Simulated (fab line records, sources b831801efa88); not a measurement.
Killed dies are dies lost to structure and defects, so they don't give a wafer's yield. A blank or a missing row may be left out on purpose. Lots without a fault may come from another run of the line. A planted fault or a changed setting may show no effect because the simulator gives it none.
fab line records | flow sky130 | part 1 of 2: steps 1 to 43 of 44
record lots=6 wafers=18 last_day=50
route steps=708 shown VIA2@525 METAL3@532 CAPM@537 PAD_OPEN@708
lots that met no fault: from a run of the same line without faults
start_h: hours from the record's first day to the start of the lot's first wafer shown | wait_h: hours since the lot's step before | " the same as in the row above | L1.1+2: a row that stands for several wafers | - no value, or no start given | * or withheld: withheld | < > ~ a bound
route shown NAME@n: a module of which the file shows steps, and the number in the route of the first | usual: mean/standard deviation of fault-free wafers | same: alike in all rows | chamber/n: place in a boat | sites: the reading at each site | _std_site: their standard deviation | _edge_site: outer sites' mean less inner sites' | radius_mm: how far each site lies from the wafer's centre | mask NAME#n: copy n | behind: the tool/chamber that last shaped the wafer | hold: why the lot was held/for how many hours/how that ended | device: the transistor (n, p or np) that didn't switch | end of line: the same wafers' tests at the end of the route | a step without rows: its recipe alone | killed: dies lost to structure and defects at the first sort, not the wafer's yield | map: a wafer's dies, x killed, . not, _ none there
set.NAME: the setting as run; set.NAME@STEP: as run at that earlier step | model.NAME: the simulator's own value behind a step, which no gauge read
lots at some steps of the route; a table a step, a row a wafer
services: from which hour (start_h, from the record's first day; less than 0 if before it) a tool's chamber was out of use, for how many hours, and why
## steps
# step SKY_VIA2_CLEAN_18
# recipe chemistry=IPA time_s=180 temp_c=25
# step SKY_VIA2_CLEAN_19
# recipe chemistry=O3/DIW dry=n2_spin
# step SKY_VIA2_SPUTTER_20
# recipe material=TiN target_thk_nm=20 chamber_pressure_pa=5 power_w=4000 time_s=80
# step SKY_VIA2_CVD_21
# recipe material=W target_thk_nm=420 time_s=126.4 temp_c=400 pressure_torr=40
# step SKY_VIA2_RS_MEAS_22
# recipe thk_meas_gauge=four-point-probe reads=W_of_VIA2_CVD_21+TiN_of_VIA2_SPUTTER_20
# usual VIA2_W_RS=0.273/0.0043
# columns lot.wafer tool chamber start_h wait_h VIA2_W_RS[ohm/sq]
L823.3 film_metro-02 - 863.14 0.1 0.275
L823.5 " - " " 0.278
L823.6 " - " " 0.273
L832.1 film_metro-01 - 939.87 0.1 0.271
L832.5 " - " " 0.270
L832.6 " - " " 0.269
L839.1 film_metro-02 - 982.06 0.1 0.279
L839.3 " - " " 0.279
L839.4 " - " " 0.275
L840.1 film_metro-03 - 990.80 0.1 0.270
L840.4 " - " " 0.273
L840.6 " - " " 0.274
L841.3 film_metro-03 - 998.79 0.1 0.275
L841.4 " - " " 0.274
L841.5 " - " " 0.275
L843.1 film_metro-01 - 1005.73 0.1 0.270
L843.5 " - " " 0.273
L843.6 " - " " 0.274
# step SKY_VIA2_THK_MEAS_23
# recipe thk_meas_gauge=xrf reads=W_of_VIA2_CVD_21
# usual VIA2_W_THK=422/8.3
# columns lot.wafer tool chamber start_h wait_h VIA2_W_THK[nm]
L823.3 film_metro-02 - 863.24 0.1 417
L823.5 " - " " 409
L823.6 " - " " 418
L832.1 film_metro-01 - 939.99 0.1 434
L832.5 " - " " 436
L832.6 " - " " 438
L839.1 film_metro-02 - 982.18 0.1 411
L839.3 " - " " 410
L839.4 " - " " 415
L840.1 film_metro-03 - 990.92 0.1 436
L840.4 " - " " 426
L840.6 " - " " 429
L841.3 film_metro-03 - 998.89 0.1 428
L841.4 " - " " 426
L841.5 " - " " 429
L843.1 film_metro-01 - 1005.85 0.1 429
L843.5 " - " " 427
L843.6 " - " " 424
# step SKY_VIA2_CMP_24
# recipe stop_on=SiO2 t_overpolish_s=20 down_force_psi=3.5 platen_rpm=60 target_thk_nm=0 pad_velocity_m_s=0.94248
# usual motor_current_A=11.2/1.1 overpolish_run_s=19.999/0.0092 slurry_flow_ml_min=150.0/0.5 time_to_endpoint_s=101/3.3
# columns lot.wafer tool chamber start_h wait_h motor_current_A overpolish_run_s slurry_flow_ml_min time_to_endpoint_s
L823.3 cmp-02 0 863.43 0.2 10.4 20.003 151.3 98
L823.6 " 1 " " 13.4 20.005 149.7 98
L823.5 " 2 " " 11.6 20.009 150.4 95
L832.1 cmp-01 3 940.20 0.2 10.3 19.999 149.7 100
L832.6 " 0 " " 13.0 19.995 150.1 104
L832.5 " 1 " " 12.0 20.005 150.4 109
L839.1 cmp-01 2 982.24 0.1 9.8 20.007 150.3 94
L839.4 " 0 " " 12.5 20.002 149.3 97
L839.3 " 1 " " 11.9 19.998 149.9 97
L840.1 cmp-02 0 991.03 0.1 10.8 19.991 149.2 100
L840.4 " 2 " " 11.6 19.997 150.7 102
L840.6 " 3 " " 10.6 20.006 149.5 99
L841.3 cmp-02 3 998.93 0.0 10.1 20.000 149.2 98
L841.4 " 0 " " 10.7 19.990 150.0 99
L841.5 " 0 " " 10.2 19.999 149.7 99
L843.1 cmp-02 3 1006.06 0.2 10.1 19.998 150.4 105
L843.6 " 0 " " 11.2 19.992 150.0 101
L843.5 " 1 " " 12.4 19.993 150.0 103
# step SKY_METAL3_SPUTTER_00
# recipe material=Ti target_thk_nm=15 power_w=3000 time_s=10 chamber_pressure_pa=0.4
# step SKY_METAL3_SPUTTER_01
# recipe material=TiN target_thk_nm=20 power_w=6500 time_s=16.7 chamber_pressure_pa=0.4
# step SKY_METAL3_SPUTTER_02
# recipe material=AlCu target_thk_nm=735 power_w=10600 time_s=39.1 chamber_pressure_pa=0.4
# usual throttle_valve_pct=30.1/1.1
# columns lot.wafer tool chamber start_h wait_h throttle_valve_pct
L823.3 pvd_sputter-01 - 863.63 0.0 30.5
L823.5 " - " " 30.7
L823.6 " - " " 30.3
L832.1 pvd_sputter-04 - 940.40 0.0 27.3
L832.5 " - " " 30.6
L832.6 " - " " 29.5
L839.1 pvd_sputter-03 - 982.59 0.0 31.5
L839.3 " - " " 30.9
L839.4 " - " " 29.7
L840.1 pvd_sputter-03 - 991.33 0.0 30.3
L840.4 " - " " 29.7
L840.6 " - " " 31.1
L841.3 pvd_sputter-03 - 999.28 0.0 31.1
L841.4 " - " " 30.0
L841.5 " - " " 31.6
L843.1 pvd_sputter-04 - 1006.26 0.0 29.5
L843.5 " - " " 31.1
L843.6 " - " " 27.4
# step SKY_METAL3_SPUTTER_03
# recipe material=Ti target_thk_nm=5 power_w=3000 time_s=3.3 chamber_pressure_pa=0.4
# step SKY_METAL3_SPUTTER_04
# recipe material=TiN target_thk_nm=70 power_w=6500 time_s=58.3 chamber_pressure_pa=0.4
# usual throttle_valve_pct=30.1/1.1
# columns lot.wafer tool chamber start_h wait_h throttle_valve_pct
L823.3 pvd_sputter-01 - 863.69 0.0 30.2
L823.5 " - " " 30.4
L823.6 " - " " 29.9
L832.1 pvd_sputter-04 - 940.46 0.0 27.3
L832.5 " - " " 30.6
L832.6 " - " " 29.5
L839.1 pvd_sputter-03 - 982.64 0.0 31.6
L839.3 " - " " 31.4
L839.4 " - " " 29.8
L840.1 pvd_sputter-03 - 991.39 0.0 30.1
L840.4 " - " " 29.8
L840.6 " - " " 31.1
L841.3 pvd_sputter-03 - 999.34 0.0 31.3
L841.4 " - " " 30.1
L841.5 " - " " 31.3
L843.1 pvd_sputter-04 - 1006.31 0.0 29.8
L843.5 " - " " 31.1
L843.6 " - " " 27.3
# step SKY_CAPM_CVD_00
# recipe material=SiO2 target_thk_nm=15.5 temp_c=400 time_s=withheld rf_w=450
# usual heater_power_w=711/110
# columns lot.wafer tool chamber start_h wait_h heater_power_w model.SiO2_of_CAPM_CVD_00.thk_nm
L823.3 pecvd-02 1 863.74 0.0 693 15.18
L823.5 " 1 " " 684 15.36
L823.6 " 2 " " 860 15.56
L832.1 pecvd-04 2 940.51 0.0 666 15.52
L832.5 " 2 " " 680 15.83
L832.6 " 0 " " 655 15.56
L839.1 pecvd-02 2 982.69 0.0 731 15.22
L839.3 " 0 " " 544 11.58
L839.4 " 2 " " 757 15.46
L840.1 pecvd-02 2 991.43 0.0 820 15.46
L840.4 " 0 " " 500 12.12
L840.6 " 2 " " 793 15.8
L841.3 pecvd-04 0 999.39 0.0 741 15.29
L841.4 " 2 " " 800 15.52
L841.5 " 1 " " 573 15.93
L843.1 pecvd-03 0 1006.36 0.0 752 15.47
L843.5 " 2 " " 919 15.52
L843.6 " 0 " " 752 15.4
# step SKY_CAPM_THK_MEAS_01
# recipe reads=SiO2_of_CAPM_CVD_00
# usual CAPM_CVD_00_THK=15.53/0.22
# columns lot.wafer tool chamber start_h wait_h hold CAPM_CVD_00_THK[nm]
L823.3 film_metro-03 - 863.78 - - 15.14
L823.5 " - " " - 15.40
L823.6 " - " " - 15.58
L832.1 film_metro-03 - 940.53 - - 15.50
L832.5 " - " " - 15.85
L832.6 " - " " - 15.55
L839.1 film_metro-03 - 982.71 - await_dispo/0.2h/release 15.26
L839.3 " - " " await_dispo/0.2h/release 11.59
L839.4 " - " " await_dispo/0.2h/release 15.44
L839.1 film_metro-03 - 982.94 0.2 - 15.18
L839.3 " - " " - 11.56
L839.4 " - " " - 15.49
L840.1 film_metro-03 - 991.46 - await_dispo/0.2h/release 15.45
L840.4 " - " " await_dispo/0.2h/release 12.10
L840.6 " - " " await_dispo/0.2h/release 15.77
L840.1 film_metro-03 - 991.73 0.3 - 15.48
L840.4 " - " " - 12.11
L840.6 " - " " - 15.80
L841.3 film_metro-04 - 999.43 - - 15.29
L841.4 " - " " - 15.57
L841.5 " - " " - 15.89
L843.1 film_metro-01 - 1006.40 - - 15.46
L843.5 " - " " - 15.53
L843.6 " - " " - 15.41
# step SKY_CAPM_SPUTTER_02
# recipe material=TiN target_thk_nm=200 temp_c=300 power_w=6500 time_s=166.7 chamber_pressure_pa=0.3926
# usual throttle_valve_pct=30.0/0.88
# columns lot.wafer tool chamber start_h wait_h hold throttle_valve_pct
L823.3 pvd_sputter-02 - 863.82 0.0 - 29.6
L823.5 " - " " - 29.6
L823.6 " - " " - 31.3
L832.1 pvd_sputter-02 - 940.59 0.1 - 29.9
L832.5 " - " " - 29.7
L832.6 " - " " - 29.5
L839.1 pvd_sputter-01 - 985.91 3.0 await_dispo/2.9h/release 30.6
L839.3 " - " " await_dispo/2.9h/release 28.4
L839.4 " - " " await_dispo/2.9h/release 30.5
L840.1 pvd_sputter-02 - 994.39 2.6 await_dispo/2.6h/release 29.5
L840.4 " - " " await_dispo/2.6h/release 30.0
L840.6 " - " " await_dispo/2.6h/release 31.1
L841.3 pvd_sputter-04 - 999.47 0.0 - 30.9
L841.4 " - " " - 27.1
L841.5 " - " " - 29.5
L843.1 pvd_sputter-02 - 1006.46 0.1 - 29.4
L843.5 " - " " - 29.5
L843.6 " - " " - 31.3
# step SKY_CAPM_RS_MEAS_03
# recipe thk_meas_gauge=four-point-probe reads=TiN_of_CAPM_SPUTTER_02
# usual CAPM_TIN_RS=6.88/0.067
# columns lot.wafer tool chamber start_h wait_h CAPM_TIN_RS[ohm/sq]
L823.3 film_metro-03 - 863.97 0.1 6.91
L823.5 " - " " 6.86
L823.6 " - " " 6.99
L832.1 film_metro-03 - 940.70 0.1 6.85
L832.5 " - " " 6.88
L832.6 " - " " 6.85
L839.1 film_metro-01 - 986.02 0.1 6.94
L839.3 " - " " 7.05
L839.4 " - " " 6.94
L840.1 film_metro-01 - 994.50 0.1 6.79
L840.4 " - " " 6.80
L840.6 " - " " 6.84
L841.3 film_metro-04 - 999.62 0.1 6.86
L841.4 " - " " 6.88
L841.5 " - " " 6.85
L843.1 film_metro-03 - 1006.56 0.1 6.90
L843.5 " - " " 6.88
L843.6 " - " " 6.84
# step SKY_CAPM_THK_MEAS_04
# recipe thk_meas_gauge=xrf reads=TiN_of_CAPM_SPUTTER_02
# usual CAPM_TIN_THK=196.7/1.9
# columns lot.wafer tool chamber start_h wait_h CAPM_TIN_THK[nm]
L823.3 film_metro-03 - 864.07 0.1 195.2
L823.5 " - " " 197.2
L823.6 " - " " 192.5
L832.1 film_metro-03 - 940.82 0.1 197.0
L832.5 " - " " 195.7
L832.6 " - " " 196.2
L839.1 film_metro-01 - 986.14 0.1 194.6
L839.3 " - " " 192.5
L839.4 " - " " 194.4
L840.1 film_metro-01 - 994.63 0.1 199.5
L840.4 " - " " 198.9
L840.6 " - " " 197.3
L841.3 film_metro-04 - 999.72 0.1 197.9
L841.4 " - " " 196.5
L841.5 " - " " 197.3
L843.1 film_metro-03 - 1006.68 0.1 196.0
L843.5 " - " " 196.6
L843.6 " - " " 196.6
# step SKY_CAPM_DEHYDRATE_05
# recipe temp_c=200 time_s=60
# step SKY_CAPM_HMDS_06
# recipe prime_time_s=60 prime_temp_c=120
# step SKY_CAPM_COAT_07
# recipe resist=NOVOLAK spin_rpm=3000 resist_thk_nm=1140
# step SKY_CAPM_SOFTBAKE_08
# recipe temp_c=90 time_s=60 resist=NOVOLAK
# step SKY_CAPM_EXPOSE_09
# recipe mask_id=CAPM na=0.6 source_shape=conventional sigma_outer=0.6 polarization=unpolarized target_cd_nm=1000 dose_mj=159
# step SKY_CAPM_PEB_10
# recipe temp_c=withheld time_s=* resist=NOVOLAK
# step SKY_CAPM_DEVELOP_11
# recipe resist=NOVOLAK developer=TMAH develop_time_s=60 dev_temp_c=23
# step SKY_CAPM_OVL_MEAS_12
# usual CAPM_OVL=-0.6/1.4
# columns lot.wafer tool chamber start_h wait_h CAPM_OVL[nm]
L823.3 overlay-02 - 890.95 0.1 -2.2
L823.5 " - " " -0.5
L823.6 " - " " -1.2
L832.1 overlay-02 - 963.72 0.1 -1.1
L832.5 " - " " -2.3
L832.6 " - " " -2.3
L839.1 overlay-02 - 1006.23 0.1 -3.0
L839.3 " - " " -0.7
L839.4 " - " " -2.4
L840.1 overlay-01 - 1015.01 0.1 0.2
L840.4 " - " " 1.4
L840.6 " - " " 1.6
L841.3 overlay-02 - 1023.40 0.1 -0.4
L841.4 " - " " -2.6
L841.5 " - " " -1.9
L843.1 overlay-01 - 1028.86 0.1 -2.1
L843.5 " - " " -0.8
L843.6 " - " " -2.0
# step SKY_CAPM_METAL_ETCH_13
# recipe target_depth_nm=220 stop_on=SiO2 chemistry=Cl2/BCl3 target=TiN pressure_mtorr=10 icp_w=900 bias_w=48.5 Cl2_flow_sccm=60 bcl3_flow_sccm=30 time_s=62.9
# step SKY_CAPM_STRIP_14
# recipe chemistry=O2/N2 power_w=1400 pressure_mtorr=1500 platen_temp_c=withheld o2_flow_sccm=3000 n2_flow_sccm=300 overash_fraction=0.5
# usual drypump_motor_current_A=5.5/0.46 n2_flow_sccm=299.9/0.9 oes_product_au=0.710/0.0045 strip_time_to_endpoint_s=12.66/0.046
# columns lot.wafer tool chamber start_h wait_h drypump_motor_current_A n2_flow_sccm oes_product_au rf_hours_counter_h strip_time_to_endpoint_s
L823.3 plasma_asher-02 1 891.08 0.1 6.5 299.3 0.713 - 12.68
L823.5 " 1 " " 6.5 300.1 0.715 - 12.69
L823.6 " 0 " " 5.3 299.9 0.704 - 12.68
L832.1 plasma_asher-02 0 963.84 0.1 5.2 301.0 0.706 22 12.62
L832.5 " 1 " " 6.5 299.9 0.703 - 12.63
L832.6 " 0 " " 5.2 300.2 0.710 - 12.67
L839.1 plasma_asher-04 0 1006.35 0.1 5.0 299.9 0.712 59 12.64
L839.3 " 1 " " 5.7 300.2 0.710 - 12.68
L839.4 " 0 " " 5.0 299.3 0.709 - 12.60
L840.1 plasma_asher-04 0 1015.12 0.1 5.0 298.2 0.715 60 12.68
L840.4 " 0 " " 5.0 299.9 0.705 - 12.69
L840.6 " 0 " " 5.0 299.0 0.710 - 12.69
L841.3 plasma_asher-02 0 1023.53 0.1 5.2 299.0 0.713 - 12.67
L841.4 " 1 " " 6.5 301.6 0.709 - 12.69
L841.5 " 1 " " 6.5 300.5 0.708 - 12.72
L843.1 plasma_asher-01 1 1028.97 0.1 5.4 300.1 0.707 87 12.58
L843.5 " 1 " " 5.4 300.9 0.707 - 12.59
L843.6 " 0 " " 5.7 299.1 0.702 - 12.60
# step SKY_CAPM_STRIP_15
# recipe chemistry=post_etch_residue_remover time_s=1200 temp_c=72.5
# step SKY_CAPM_CLEAN_16
# recipe chemistry=IPA time_s=180 temp_c=25
# step SKY_CAPM_CLEAN_17
# recipe chemistry=O3/DIW dry=n2_spin
# step SKY_METAL3_DEHYDRATE_05
# recipe temp_c=200 time_s=60
# step SKY_METAL3_HMDS_06
# recipe prime_time_s=60 prime_temp_c=120
# step SKY_METAL3_COAT_07
# recipe resist=BARC temp_c=withheld time_s=withheld spin_rpm=3000 resist_thk_nm=60
# step SKY_METAL3_COAT_08
# recipe resist=KrF-thick spin_rpm=3000 resist_thk_nm=1140
# step SKY_METAL3_SOFTBAKE_09
# recipe temp_c=100 time_s=92.54 resist=KrF-thick
# step SKY_METAL3_EXPOSE_10
# recipe mask_id=MM3 na=0.68 source_shape=annular sigma_inner=0.4 sigma_outer=0.8 target_cd_nm=300 dose_mj=28
# step SKY_METAL3_PEB_11
# recipe peb_temp_c=withheld peb_time_s=withheld resist=KrF-thick
# step SKY_METAL3_DEVELOP_12
# recipe develop_time_s=60 resist=KrF-thick dev_temp_c=21
# step SKY_METAL3_CD_MEAS_13
# recipe target_cd_nm=300
# usual cd_nm=299.8/1.3
# columns lot.wafer tool chamber start_h wait_h cd_nm
L823.3 cd_sem-01 - 916.86 - 299.5
L823.5 " - " " 299.4
L823.6 " - " " 298.7
L832.1 cd_sem-01 - 988.57 - 302.3
L832.5 " - " " 300.1
L832.6 " - " " 300.4
L839.1 cd_sem-01 - 1029.77 - 299.3
L839.3 " - " " 298.9
L839.4 " - " " 298.5
L840.1 cd_sem-01 - 1036.61 - 301.3
L840.4 " - " " 300.9
L840.6 " - " " 300.8
L841.3 cd_sem-01 - 1045.76 - 299.1
L841.4 " - " " 298.6
L841.5 " - " " 300.6
L843.1 cd_sem-01 - 1053.76 - 300.0
L843.5 " - " " 300.6
L843.6 " - " " 301.7
# step SKY_METAL3_OVL_MEAS_14
# usual METAL3_OVL=0/4.4
# columns lot.wafer tool chamber start_h wait_h METAL3_OVL[nm]
L823.3 overlay-02 - 916.95 0.1 1
L823.5 " - " " -4
L823.6 " - " " -2
L832.1 overlay-01 - 988.69 0.1 -1
L832.5 " - " " 3
L832.6 " - " " -2
L839.1 overlay-02 - 1029.89 0.1 1
L839.3 " - " " 5
L839.4 " - " " 0
L840.1 overlay-01 - 1036.73 0.1 -6
L840.4 " - " " -6
L840.6 " - " " -7
L841.3 overlay-02 - 1045.85 0.1 0
L841.4 " - " " 1
L841.5 " - " " -1
L843.1 overlay-02 - 1053.88 0.1 -3
L843.5 " - " " -6
L843.6 " - " " 1
# step SKY_METAL3_DESCUM_15
# recipe chemistry=O2 source_power_w=150 bias_power_w=0 pressure_mtorr=10 temp_c=40 time_s=8
# step SKY_METAL3_ETCH_16
# recipe chemistry=N2/H2 target=BARC ion_energy_ev=200 bias_w=100 pressure_mtorr=30 n2_flow_sccm=100 h2_flow_sccm=200 icp_w=500 stop_on=SiO2 time_s=88.2 target_depth_a=600
# step SKY_METAL3_ETCH_17
# recipe target=SiO2 stop_on=TiN chemistry=C4F8/O2/Ar source_w=1500 bias_w=1200 pressure_mtorr=40 c4f8_flow_sccm=withheld O2_flow_sccm=6 Ar_flow_sccm=300 time_s=3.9 target_depth_a=150
# usual oes_product_au=0.755/0.0073
# columns lot.wafer tool chamber start_h wait_h oes_product_au rf_hours_counter_h model.etch.depth_nm
L823.3 rie_diel-01 0 917.10 0.0 0.746 12 15.18
L823.5 " 1 " " 0.753 - 15.36
L823.6 " 0 " " 0.766 - 15.56
L832.1 rie_diel-03 2 988.85 0.1 0.749 18 15.52
L832.5 " 0 " " 0.754 - 15.83
L832.6 " 1 " " 0.761 - 15.56
L839.1 rie_diel-04 2 1030.06 0.1 0.748 20 15.22
L839.3 " 1 " " 0.662 13 11.58
L839.4 " 3 " " 0.762 20 15.46
L840.1 rie_diel-04 3 1036.90 0.1 0.748 20 15.46
L840.4 " 1 " " 0.678 13 12.12
L840.6 " 0 " " 0.756 - 15.8
L841.3 rie_diel-03 2 1046.01 0.0 0.751 20 15.29
L841.4 " 3 " " 0.765 14 15.52
L841.5 " 3 " " 0.772 - 15.93
L843.1 rie_diel-03 0 1054.05 0.1 0.752 17 15.47
L843.5 " 2 " " 0.757 - 15.52
L843.6 " 1 " " 0.758 - 15.4
## key
first_sign step=SKY_CAPM_THK_MEAS_01 reading=visit direction=added
effect step=SKY_CAPM_THK_MEAS_01 reading=CAPM_CVD_00_THK direction=down sigmas=17 usual=15.53 struck=11.85
effect step=SKY_METAL3_ETCH_17 reading=oes_product_au direction=down sigmas=12 usual=0.755 struck=0.670
model_effect step=SKY_CAPM_CVD_00 value=SiO2_of_CAPM_CVD_00.thk_nm without=15.52 struck=11.85
model_effect step=SKY_METAL3_ETCH_17 value=etch.depth_nm without=15.52 struck=11.85
model_effect step=SKY_PAD_OPEN_PROBE_99 value=etest.tester.sort_n_pass without=406.5 struck=244.5
met_at SKY_CAPM_CVD_00
struck_wafers L839.3,L840.4
fault kind=process_parameter_drift tool=pecvd-02 chamber=0 onset_h=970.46 steps=SKY_CAPM_CVD_00 channel=time_s offset=withheld shape=step end_h=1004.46 acts_in=*
